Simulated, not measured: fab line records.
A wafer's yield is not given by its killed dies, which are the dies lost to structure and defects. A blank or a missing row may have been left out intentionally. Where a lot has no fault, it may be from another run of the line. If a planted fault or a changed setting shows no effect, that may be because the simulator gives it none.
A lot that was struck, set against a sound lot / flow sky130 / 31 out of 708 route steps
Sound: the wafers L616.1, L616.2, L616.5. Struck: wafers L623.1, L623.6. (L623.2 of the same lot was not struck and is left out.) The cause comes at the end.
Each step with rows lists, per side, the tool, then ch with its chambers, then its first start. Under that, the readings that differ: sound wafers / struck wafers / difference of the means / sigmas: that difference in standard deviations of wafers without a fault.
alike: same words and numbers on both sides, and readings whose means sit less than 2 such deviations apart. not compared: any withheld reading, any reading some wafer has no value for, any bound like >300 that may hide the same value, and any number with overlapping values for which the record gives no deviation.
A row with sigmas, a row that says differs or no value, or rows on one side alone: a step with any of these is where the two part. Numbers that don't overlap but have no deviation are shown without sigmas and don't part them. Lack of a reading on every wafer of one side parts them only where that side has two or more wafers.

first, 10 steps without rows for these wafers: SKY_SD_P_IMPLANT_09; SKY_SD_P_STRIP_10 (strips in O2/N2); SKY_RES_XHIGH_DEHYDRATE_00 (time 60 s); SKY_RES_XHIGH_HMDS_01 (prime time 60 s); SKY_RES_XHIGH_COAT_02 (resist thk 1140 nm); SKY_RES_XHIGH_SOFTBAKE_03 (time 60 s); SKY_RES_XHIGH_EXPOSE_04 (exposes mask URPM, target cd 1270 nm); SKY_RES_XHIGH_PEB_05; SKY_RES_XHIGH_DEVELOP_06 (develop time 60 s); SKY_RES_XHIGH_IMPLANT_07.
SKY_RES_XHIGH_STRIP_08: strips in O2/N2.
  sound on plasma asher-02 ch 0,1, day 30 04:53; struck on plasma asher-02 ch 0, day 32 07:52
  alike: chamber pressure mTorr, drypump motor current A, n2 flow sccm, oes product au, strip time to endpoint s
  not compared: rf hours counter h
then, 19 steps without rows for these wafers: SKY_SD_N_DEHYDRATE_00 (time 60 s); SKY_SD_N_HMDS_01 (prime time 60 s); SKY_SD_N_COAT_02 (resist thk 1140 nm); SKY_SD_N_SOFTBAKE_03 (time 60 s); SKY_SD_N_EXPOSE_04 (exposes mask NSDM, target cd 380 nm); SKY_SD_N_PEB_05; SKY_SD_N_DEVELOP_06 (develop time 60 s); SKY_SD_N_IMPLANT_09; SKY_SD_N_IMPLANT_10; SKY_SD_N_STRIP_11 (strips in O2/N2); SKY_SD_N_CLEAN_13 (cleans in SC1/SC2, time 150 s); SKY_SD_N_RTA_14 (time 2 s); SKY_SALICIDE_CLEAN_00 (cleans in HF-last, time 30 s); SKY_LI_CONTACT_HDPCVD_00 (deposits PSG, target thk 930 nm, time 155 s); SKY_LI_CONTACT_CMP_02 (polishes PSG); SKY_LI_CONTACT_DEHYDRATE_04 (time 60 s); SKY_LI_CONTACT_HMDS_05 (prime time 60 s); SKY_LI_CONTACT_COAT_06 (resist thk 60 nm); SKY_LI_CONTACT_COAT_07 (resist thk 450 nm).
-- here the record skips 17 days between the struck wafers' starts before and after, leaving off in module LI_CONTACT and picking up in module PAD_OPEN (first step shown: number 708 of the route) --
SKY_PAD_OPEN_PROBE_99:
  only the struck wafers here have rows in the record (prober-01, day 49 16:29); the sound ones have none

WHERE THEY PART
SKY_PAD_OPEN_PROBE_99 only, going by this record.

WHY: the cause the simulator had injected
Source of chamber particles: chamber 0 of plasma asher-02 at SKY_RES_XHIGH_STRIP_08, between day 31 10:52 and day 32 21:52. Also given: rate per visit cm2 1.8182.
